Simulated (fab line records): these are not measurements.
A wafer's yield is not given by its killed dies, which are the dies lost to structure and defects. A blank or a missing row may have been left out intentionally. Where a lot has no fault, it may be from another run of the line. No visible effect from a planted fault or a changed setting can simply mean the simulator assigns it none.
Which tool is to blame? / flow sky130 / Sampling: 12 lots, 36 wafers, 6 of 708 route steps

== WHAT THE GAUGES READ, wafer by wafer ==
SKY_NWELL_TW_MEAS_15.
lot=L529; measured=day 4 19:46; on=film metro-04; NWELL_TW=1821 1821 1824
lot=L530; measured=day 5 00:54; on=film metro-04; NWELL_TW=1819 1819 1819
lot=L534; measured=day 6 03:46; on=film metro-01; NWELL_TW=1810 1806 1821
lot=L536; measured=day 6 17:10; on=film metro-04; NWELL_TW=1805 1814 1810
lot=L537; measured=day 6 20:36; on=film metro-04; NWELL_TW=1813 1815 1818
lot=L541; measured=day 7 16:33; on=film metro-03; NWELL_TW=1847 1835 1846
lot=L542; measured=day 7 21:13; on=film metro-04; NWELL_TW=1815 1811 1819
lot=L547; measured=day 9 06:43; on=film metro-01; NWELL_TW=1815 1826 1824
lot=L548; measured=day 9 23:05; on=film metro-03; NWELL_TW=1839 1834 1829
lot=L550; measured=day 10 03:33; on=film metro-01; NWELL_TW=1822 1837 1824
lot=L549; measured=day 10 03:54; on=film metro-03; NWELL_TW=1832 1833 1837
lot=L551; measured=day 10 11:47; on=film metro-03; NWELL_TW=1842 1832 1832

SKY_VT_ADJUST_HVTR_CD_MEAS_07 targets a cd of 380 nm.
lot=L529; measured=day 9 14:44; on=cd sem-01; cd nm (nm)=382.4 383.1 381.1
lot=L530; measured=day 9 22:37; on=cd sem-02; cd nm (nm)=382.9 383.0 382.1
lot=L534; measured=day 11 07:59; on=cd sem-02; cd nm (nm)=382.5 378.7 381.0
lot=L536; measured=day 12 00:44; on=cd sem-01; cd nm (nm)=389.1 387.6 387.0
lot=L537; measured=day 12 04:19; on=cd sem-02; cd nm (nm)=387.2 386.7 385.7
lot=L541; measured=day 13 07:04; on=cd sem-01; cd nm (nm)=382.4 383.4 384.3
lot=L542; measured=day 13 15:47; on=cd sem-02; cd nm (nm)=378.7 378.5 379.7
lot=L547; measured=day 15 11:29; on=cd sem-02; cd nm (nm)=378.1 378.6 375.6
lot=L548; measured=day 16 07:22; on=cd sem-01; cd nm (nm)=380.1 378.9 380.7
lot=L550; measured=day 16 13:31; on=cd sem-02; cd nm (nm)=379.5 380.5 380.3
lot=L549; measured=day 16 14:10; on=cd sem-02; cd nm (nm)=379.4 380.6 383.3
lot=L551; measured=day 17 01:11; on=cd sem-02; cd nm (nm)=381.3 380.3 382.2

SKY_VT_ADJUST_PCH_OVL_MEAS_07.
lot=L529; measured=day 10 12:46; on=overlay-02; VT_ADJUST_PCH_OVL (nm)=4.9 2.9 2.5
lot=L530; measured=day 10 21:28; on=overlay-01; VT_ADJUST_PCH_OVL (nm)=1.4 0.5 -0.5
lot=L534; measured=day 12 08:25; on=overlay-01; VT_ADJUST_PCH_OVL (nm)=1.6 2.2 0.5
lot=L536; measured=day 13 01:49; on=overlay-02; VT_ADJUST_PCH_OVL (nm)=2.6 2.0 2.6
lot=L537; measured=day 13 05:31; on=overlay-01; VT_ADJUST_PCH_OVL (nm)=-0.4 1.7 -1.7
lot=L541; measured=day 14 09:46; on=overlay-02; VT_ADJUST_PCH_OVL (nm)=-2.0 -0.5 -0.7
lot=L542; measured=day 14 18:56; on=overlay-01; VT_ADJUST_PCH_OVL (nm)=1.0 0.4 0.1
lot=L547; measured=day 16 16:07; on=overlay-02; VT_ADJUST_PCH_OVL (nm)=-0.2 0.6 1.3
lot=L548; measured=day 17 12:34; on=overlay-02; VT_ADJUST_PCH_OVL (nm)=1.2 1.3 0.4
lot=L550; measured=day 17 18:37; on=overlay-02; VT_ADJUST_PCH_OVL (nm)=-0.9 -1.3 1.6
lot=L549; measured=day 17 19:37; on=overlay-02; VT_ADJUST_PCH_OVL (nm)=3.8 1.4 2.2
lot=L551; measured=day 18 07:05; on=overlay-02; VT_ADJUST_PCH_OVL (nm)=1.3 -1.5 -0.1

SKY_VT_ADJUST_PCH_TW_MEAS_10.
lot=L529; measured=day 10 13:05; on=film metro-04; VT_ADJUST_PCH_TW=142.2 143.4 143.0
lot=L530; measured=day 10 21:45; on=film metro-03; VT_ADJUST_PCH_TW=144.5 144.3 144.5
lot=L534; measured=day 12 08:43; on=film metro-04; VT_ADJUST_PCH_TW=143.2 143.4 142.4
lot=L536; measured=day 13 02:07; on=film metro-04; VT_ADJUST_PCH_TW=143.3 143.0 143.6
lot=L537; measured=day 13 05:48; on=film metro-03; VT_ADJUST_PCH_TW=143.7 143.6 143.7
lot=L541; measured=day 14 10:03; on=film metro-02; VT_ADJUST_PCH_TW=142.9 142.9 142.7
lot=L542; measured=day 14 19:13; on=film metro-03; VT_ADJUST_PCH_TW=145.3 144.3 144.5
lot=L547; measured=day 16 16:25; on=film metro-03; VT_ADJUST_PCH_TW=142.9 141.7 142.2
lot=L548; measured=day 17 12:51; on=film metro-03; VT_ADJUST_PCH_TW=144.1 144.7 143.2
lot=L550; measured=day 17 18:55; on=film metro-04; VT_ADJUST_PCH_TW=143.1 143.1 142.8
lot=L549; measured=day 17 19:53; on=film metro-04; VT_ADJUST_PCH_TW=143.8 144.2 142.9
lot=L551; measured=day 18 07:22; on=film metro-02; VT_ADJUST_PCH_TW=142.8 142.5 141.9

== TOOL THAT RAN EACH LOT (tool first, then ch and the chambers of the sampled wafers, then the start) ==
lot=L529; SKY_VT_ADJUST_HVTR_COAT_02=litho track-03 ch 0, day 9 04:17; SKY_VT_ADJUST_HVTR_STRIP_10=plasma asher-01 ch 0,1, day 9 15:01
lot=L530; SKY_VT_ADJUST_HVTR_COAT_02=litho track-03 ch 0, day 9 11:31; SKY_VT_ADJUST_HVTR_STRIP_10=plasma asher-02 ch 0,1, day 9 22:55
lot=L534; SKY_VT_ADJUST_HVTR_COAT_02=litho track-04 ch 0, day 10 20:02; SKY_VT_ADJUST_HVTR_STRIP_10=plasma asher-02 ch 0,1, day 11 08:16
lot=L536; SKY_VT_ADJUST_HVTR_COAT_02=litho track-03 ch 0, day 11 12:14; SKY_VT_ADJUST_HVTR_STRIP_10=plasma asher-01 ch 0,1, day 12 01:01
lot=L537; SKY_VT_ADJUST_HVTR_COAT_02=litho track-03 ch 0, day 11 15:28; SKY_VT_ADJUST_HVTR_STRIP_10=plasma asher-02 ch 0,1, day 12 04:37
lot=L541; SKY_VT_ADJUST_HVTR_COAT_02=litho track-04 ch 0, day 12 17:19; SKY_VT_ADJUST_HVTR_STRIP_10=plasma asher-04 ch 0,1, day 13 07:22
lot=L542; SKY_VT_ADJUST_HVTR_COAT_02=litho track-04 ch 0, day 13 02:08; SKY_VT_ADJUST_HVTR_STRIP_10=plasma asher-01 ch 0,1, day 13 16:04
lot=L547; SKY_VT_ADJUST_HVTR_COAT_02=litho track-01 ch 0, day 14 21:20; SKY_VT_ADJUST_HVTR_STRIP_10=plasma asher-02 ch 0,1, day 15 11:46
lot=L548; SKY_VT_ADJUST_HVTR_COAT_02=litho track-03 ch 0, day 15 17:19; SKY_VT_ADJUST_HVTR_STRIP_10=plasma asher-04 ch 0,1, day 16 07:40
lot=L550; SKY_VT_ADJUST_HVTR_COAT_02=litho track-03 ch 0, day 15 23:07; SKY_VT_ADJUST_HVTR_STRIP_10=plasma asher-02 ch 1, day 16 13:49
lot=L549; SKY_VT_ADJUST_HVTR_COAT_02=litho track-03 ch 0, day 15 23:43; SKY_VT_ADJUST_HVTR_STRIP_10=plasma asher-02 ch 1, day 16 14:28
lot=L551; SKY_VT_ADJUST_HVTR_COAT_02=litho track-04 ch 0, day 16 09:26; SKY_VT_ADJUST_HVTR_STRIP_10=plasma asher-04 ch 0,1, day 17 01:27
- SKY_VT_ADJUST_HVTR_COAT_02: resist thk 1140 nm.
- SKY_VT_ADJUST_HVTR_STRIP_10: strips in O2/N2.

== AS READ BY THE TOOLS THEMSELVES (means over the sampled wafers that have a number; for cases with no such wafer, the mark the record gives instead) ==
SKY_VT_ADJUST_HVTR_COAT_02.
lot=L529; tool=litho track-03; chill plate temp C (C)=22.94; spin speed rpm (rpm)=3000.5
lot=L530; tool=litho track-03; chill plate temp C (C)=22.97; spin speed rpm (rpm)=3001.6
lot=L534; tool=litho track-04; chill plate temp C (C)=23.08; spin speed rpm (rpm)=2998.5
lot=L536; tool=litho track-03; chill plate temp C (C)=22.90; spin speed rpm (rpm)=3643.3
lot=L537; tool=litho track-03; chill plate temp C (C)=23.07; spin speed rpm (rpm)=3639.8
lot=L541; tool=litho track-04; chill plate temp C (C)=22.95; spin speed rpm (rpm)=3001.1
lot=L542; tool=litho track-04; chill plate temp C (C)=22.80; spin speed rpm (rpm)=3000.9
lot=L547; tool=litho track-01; chill plate temp C (C)=23.05; spin speed rpm (rpm)=3001.5
lot=L548; tool=litho track-03; chill plate temp C (C)=22.93; spin speed rpm (rpm)=3001.0
lot=L550; tool=litho track-03; chill plate temp C (C)=22.94; spin speed rpm (rpm)=2999.4
lot=L549; tool=litho track-03; chill plate temp C (C)=23.01; spin speed rpm (rpm)=2998.9
lot=L551; tool=litho track-04; chill plate temp C (C)=23.03; spin speed rpm (rpm)=3002.7

SKY_VT_ADJUST_HVTR_STRIP_10.
lot=L529; tool=plasma asher-01; chamber pressure mTorr (mTorr)=1499.8; drypump motor current A (A)=5.5; o2 flow sccm (sccm)=3008; oes product au (a.u.)=0.719; strip time to endpoint s (s)=14.22
lot=L530; tool=plasma asher-02; chamber pressure mTorr (mTorr)=1500.3; drypump motor current A (A)=5.2; o2 flow sccm (sccm)=3000; oes product au (a.u.)=0.718; strip time to endpoint s (s)=14.20
lot=L534; tool=plasma asher-02; chamber pressure mTorr (mTorr)=1500.2; drypump motor current A (A)=5.2; o2 flow sccm (sccm)=3011; oes product au (a.u.)=0.710; strip time to endpoint s (s)=14.19
lot=L536; tool=plasma asher-01; chamber pressure mTorr (mTorr)=1499.8; drypump motor current A (A)=5.5; o2 flow sccm (sccm)=2998; oes product au (a.u.)=0.718; strip time to endpoint s (s)=13.01
lot=L537; tool=plasma asher-02; chamber pressure mTorr (mTorr)=1498.9; drypump motor current A (A)=5.1; o2 flow sccm (sccm)=3006; oes product au (a.u.)=0.717; strip time to endpoint s (s)=13.02
lot=L541; tool=plasma asher-04; chamber pressure mTorr (mTorr)=1501.1; drypump motor current A (A)=5.0; o2 flow sccm (sccm)=3001; oes product au (a.u.)=0.712; strip time to endpoint s (s)=14.19
lot=L542; tool=plasma asher-01; chamber pressure mTorr (mTorr)=1499.5; drypump motor current A (A)=5.0; o2 flow sccm (sccm)=3006; oes product au (a.u.)=0.714; strip time to endpoint s (s)=14.15
lot=L547; tool=plasma asher-02; chamber pressure mTorr (mTorr)=1498.4; drypump motor current A (A)=5.2; o2 flow sccm (sccm)=3007; oes product au (a.u.)=0.715; strip time to endpoint s (s)=14.17
lot=L548; tool=plasma asher-04; chamber pressure mTorr (mTorr)=1499.1; drypump motor current A (A)=5.0; o2 flow sccm (sccm)=2992; oes product au (a.u.)=0.716; strip time to endpoint s (s)=14.18
lot=L550; tool=plasma asher-02; chamber pressure mTorr (mTorr)=1500.4; drypump motor current A (A)=5.4; o2 flow sccm (sccm)=3000; oes product au (a.u.)=0.716; strip time to endpoint s (s)=14.20
lot=L549; tool=plasma asher-02; chamber pressure mTorr (mTorr)=1499.3; drypump motor current A (A)=5.4; o2 flow sccm (sccm)=2994; oes product au (a.u.)=0.714; strip time to endpoint s (s)=14.19
lot=L551; tool=plasma asher-04; chamber pressure mTorr (mTorr)=1498.0; drypump motor current A (A)=5.0; o2 flow sccm (sccm)=2998; oes product au (a.u.)=0.711; strip time to endpoint s (s)=14.19

== THE ANSWER, worked out from the rows above alone ==
Rule: usual is defined by the lots themselves. The widest of any qualifying gaps counts: lots, ordered by their means at a reading, are off when they make up no more than a third of the lots, leave a main group of 4 or more, and stand apart from it by 3 or more times the standard deviation of that group's means. If all means in a main group match to the digits the tables above print for the reading, that group is not used. Also off: a lot with no number at a reading for which 4 or more lots have one. Where the step has rows for the other lots, those lots are counted as sound. The gauges are gone through in route order, then the tools' own readings, and for those a lot's mean is taken as printed above. At the first step where some lot is off, the reading lying furthest off is the one used; lots without a number count as furthest.
Off: L536, L537, at SKY_VT_ADJUST_HVTR_COAT_02 (spin speed rpm). Mean 3000.6 rpm and standard deviation 1.2 in the main group.
If a tool, at that step or one of the process steps before it, ran each lot that is off and ran no sound lot following the first of them, it fits. No candidate that was tried fits.

== WHAT THE SIMULATOR PUT IN ==
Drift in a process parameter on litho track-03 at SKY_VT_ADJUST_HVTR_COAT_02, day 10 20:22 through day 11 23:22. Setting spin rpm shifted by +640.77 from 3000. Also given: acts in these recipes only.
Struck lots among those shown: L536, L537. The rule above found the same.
